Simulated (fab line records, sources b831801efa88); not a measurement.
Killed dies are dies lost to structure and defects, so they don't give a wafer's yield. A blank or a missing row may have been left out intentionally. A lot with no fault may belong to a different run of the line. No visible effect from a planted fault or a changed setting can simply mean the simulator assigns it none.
Matching of chambers    flow gf180mcu    3 sister chambers for GF_V4_CVD_02 on pecvd-04
The step deposits SiO2 from TEOS, target thk 850 nm, time 94.851 s. 18 wafers are shown with their chamber, then 9 later ones without.

== WAFERS, EACH WITH ITS CHAMBER ==
wafer   chamber  heaterPowerW (W)
L075.1  0        643
L075.2  2        713
L075.6  2        752
L077.2  1        762
L077.5  1        828
L077.6  2        615
L078.1  2        735
L078.2  1        860
L078.3  0        659
L080.1  1        813
L080.4  1        827
L080.6  2        703
L083.2  2        684
L083.3  1        849
L083.4  2        720
L084.1  0        701
L084.2  2        673
L084.4  2        719

SIGNATURES (means of the wafers above)
reading       chamber 0  chamber 1  chamber 2  scatter within a chamber
heaterPowerW  667.67     823.17     701.56     37.2
Rule: a wafer lies at a distance from a chamber equal to the root of the sum of squares, over the readings, of (its reading less the chamber's mean, divided by the reading's scatter). The wafer belongs to the nearest chamber; if the next one is less than 2 further off, it can't be placed. The scatter is the square root of a quotient: the sum, over the shown wafers, of each reading's squared deviation from its chamber's mean, divided by wafers minus chambers.

== WAFERS MISSING THEIR CHAMBER ==
wafer   heaterPowerW (W)
L086.3  731
L086.5  704
L086.6  608
L089.1  771
L089.4  593
L089.5  604
L091.2  679
L091.3  662
L091.6  716

== EACH ONE'S CHAMBER ==
wafer   from the rows above           in truth
L086.3  can't be placed: 2 or 0 or 1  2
L086.5  can't be placed: 2 or 0       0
L086.6  can't be placed: 0 or 2       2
L089.1  can't be placed: 1 or 2 or 0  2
L089.4  can't be placed: 0 or 2       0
L089.5  can't be placed: 0 or 2       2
L091.2  can't be placed: 0 or 2       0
L091.3  can't be placed: 0 or 2       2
L091.6  can't be placed: 2 or 0       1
Correctly placed: 0 of 9. Not placeable from these rows: 9 (in 8, the candidates include the true chamber). 0 placed wrongly.
